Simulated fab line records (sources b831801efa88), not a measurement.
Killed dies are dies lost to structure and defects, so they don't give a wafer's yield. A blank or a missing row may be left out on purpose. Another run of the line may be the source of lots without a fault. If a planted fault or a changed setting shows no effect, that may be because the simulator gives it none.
Which of the tools did it? | flow sky130 | Sampling: 12 lots, 36 wafers, 2 of 708 route steps

WHAT THE GAUGES SHOWED, per wafer
SKY_SD_N_CD_MEAS_07: target cd 380 nm. Usual: cd_nm at 379.8 nm, with a standard deviation of 2.4.
lot  | measured     | on        | cd_nm (nm)        | flag
L452 | day 28 09:32 | cd_sem-02 | 378.6 377.4 379.1 |
L453 | day 28 11:00 | cd_sem-02 | 378.7 381.1 382.3 |
L451 | day 28 12:22 | cd_sem-02 | 383.5 380.8 383.5 |
L454 | day 29 15:13 | cd_sem-01 | 376.9 375.2 373.3 |
L455 | day 29 15:26 | cd_sem-02 | 380.2 377.7 377.0 |
L459 | day 31 21:26 | cd_sem-02 | 381.6 379.3 379.8 |
L461 | day 32 03:14 | cd_sem-01 | 381.4 382.2 380.9 |
L465 | day 33 00:02 | cd_sem-01 | 377.4 377.0 374.3 |
L464 | day 33 03:18 | cd_sem-02 | 383.8 383.2 381.2 |
L469 | day 34 01:23 | cd_sem-02 | 375.9 375.2 375.8 |
L471 | day 34 14:05 | cd_sem-01 | 380.8 381.1 381.7 |
L474 | day 35 05:56 | cd_sem-01 | 382.2 379.6 380.3 |

SKY_LI_CONTACT_THK_MEAS_23: measures by xrf. Usual: LI_CONTACT_W_THK typically reads 413 nm, with standard deviation 5.6.
lot  | measured     | on            | LI_CONTACT_W_THK (nm) | flag
L452 | day 29 16:05 | film_metro-02 | 407 408 416           |
L453 | day 29 18:04 | film_metro-04 | 413 416 418           |
L451 | day 29 19:39 | film_metro-01 | 416 414 413           |
L454 | day 30 22:40 | film_metro-04 | 411 419 414           |
L455 | day 30 22:44 | film_metro-01 | 408 407 406           |
L459 | day 33 04:04 | film_metro-04 | 421 428 420           |
L461 | day 33 10:01 | film_metro-01 | 419 412 413           |
L465 | day 34 05:41 | film_metro-04 | 415 409 403           |
L464 | day 34 09:07 | film_metro-01 | 411 420 419           |
L469 | day 35 05:40 | film_metro-02 | 410 406 406           |
L471 | day 35 19:17 | film_metro-02 | 410 404 407           |
L474 | day 36 11:35 | film_metro-02 | 401 413 407           |

EACH LOT AND THE TOOL THAT RAN IT (in order: tool; ch and the chambers of the sampled wafers; start)
The record holds no process step before these readings.

WHAT THE TOOLS THEMSELVES READ (means of the sampled wafers that have a number; where no wafer has one, the mark that the record gives instead)
The record holds no such reading with a usual standard deviation.

THE ANSWER, worked out from the rows above alone
Rule: lot off if the mean of its wafers having a number is beyond 3 standard deviations from the usual mean. A lot without any number at a reading at which 4 lots or more have one is off too. Any other lot the step has rows for is counted as sound. First the gauges in route order, then the tools' own readings, where a lot's mean is used as printed above. At the first step where some lot is off, the reading lying furthest off is the one used; lots without a number count as furthest.
Nothing can be told from this: no lot is off at any reading shown.

WHAT THE SIMULATOR HAD INSERTED
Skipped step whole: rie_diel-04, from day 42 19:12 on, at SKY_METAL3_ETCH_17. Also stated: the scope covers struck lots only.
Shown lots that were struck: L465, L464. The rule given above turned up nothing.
